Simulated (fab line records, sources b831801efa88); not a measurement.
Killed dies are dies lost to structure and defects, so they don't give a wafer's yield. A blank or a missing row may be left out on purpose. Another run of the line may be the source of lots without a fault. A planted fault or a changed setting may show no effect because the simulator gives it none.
Struck lot and sound lot, side by side -- flow sky130 -- 15 steps out of a route of 708
Sound: wafers L711.1, L711.4, L711.6. Struck: wafers L697.1, L697.2. (L697.6 of the same lot was not struck and is left out.) The cause comes at the end.
Per side, at each step with rows, come the tool, then ch with its chambers, and then its first start. Under that, the readings that differ: sound wafers -- struck wafers -- difference of the means -- sigmas: that difference in standard deviations of wafers without a fault.
alike: a reading whose means differ by less than 2 such deviations, as well as words and numbers matching on both sides. not compared: withheld readings; readings where some wafer has no value; bounds like >300 that might hide an equal value; numbers whose values overlap and for which the record gives no deviation.
The two part at a step that has a row with sigmas, a row that says differs or no value, or rows on one side only. Numbers that have no deviation but don't overlap get no sigmas and don't part them. Lack of a reading on every wafer of one side parts them only where that side has two or more wafers.

first, 2 steps without rows for these wafers: SKY_VT_ADJUST_PCH_PEB_05; SKY_VT_ADJUST_PCH_DEVELOP_06 (develop time 60 s).
SKY_VT_ADJUST_PCH_OVL_MEAS_07:
  sound on overlay-02 at day 16 20:40; struck on overlay-02 at day 12 06:07
  alike: VT_ADJUST_PCH_OVL
then, 1 step without rows for these wafers: SKY_VT_ADJUST_PCH_IMPLANT_08.
SKY_VT_ADJUST_PCH_STRIP_09: strips in O2/N2.
  sound on plasma-asher-04 ch 0,1, day 16 20:51; struck on plasma-asher-02 ch 0,1, day 12 06:18
  alike: drypump-motor-current-A, oes-product-au, strip-time-to-endpoint-s
  not compared: rf-hours-counter-h
SKY_VT_ADJUST_PCH_TW_MEAS_10:
  sound on film-metro-02 at day 16 20:57; struck on film-metro-03 at day 12 06:24
  alike: VT_ADJUST_PCH_TW
then, 6 steps without rows for these wafers: SKY_SONOS_TUNNEL_DEHYDRATE_00 (time 60 s); SKY_SONOS_TUNNEL_HMDS_01 (prime time 60 s); SKY_SONOS_TUNNEL_COAT_02 (resist thk 1140 nm); SKY_SONOS_TUNNEL_SOFTBAKE_03 (time 60 s); SKY_SONOS_TUNNEL_EXPOSE_04 (exposes mask TUNM, target cd 410 nm); SKY_SONOS_TUNNEL_PEB_05.
SKY_SONOS_TUNNEL_DEVELOP_06: develop time 60 s.
  sound on litho-track-02 ch 0, day 18 02:16; struck on litho-track-04 ch 0, day 13 05:42
  alike: exhaust-pa
SKY_SONOS_TUNNEL_CD_MEAS_07 targets a cd of 410 nm.
  sound on cd-sem-01 at day 18 02:25; struck on cd-sem-02 at day 13 05:51
reading,sound,struck,difference,sigmas
cd-nm (nm),409.2 411.0 409.7,398.1 397.5,-12.2,-5
SKY_SONOS_TUNNEL_OVL_MEAS_08:
  sound on overlay-01 at day 18 02:32; struck on overlay-01 at day 13 05:58
  alike: SONOS_TUNNEL_OVL

== WHERE THEY PART ==
At SKY_SONOS_TUNNEL_CD_MEAS_07 and nowhere else, as far as this record goes. Later steps at which nothing parts them and some readings are alike: SKY_SONOS_TUNNEL_OVL_MEAS_08.

WHY: the cause the simulator had injected
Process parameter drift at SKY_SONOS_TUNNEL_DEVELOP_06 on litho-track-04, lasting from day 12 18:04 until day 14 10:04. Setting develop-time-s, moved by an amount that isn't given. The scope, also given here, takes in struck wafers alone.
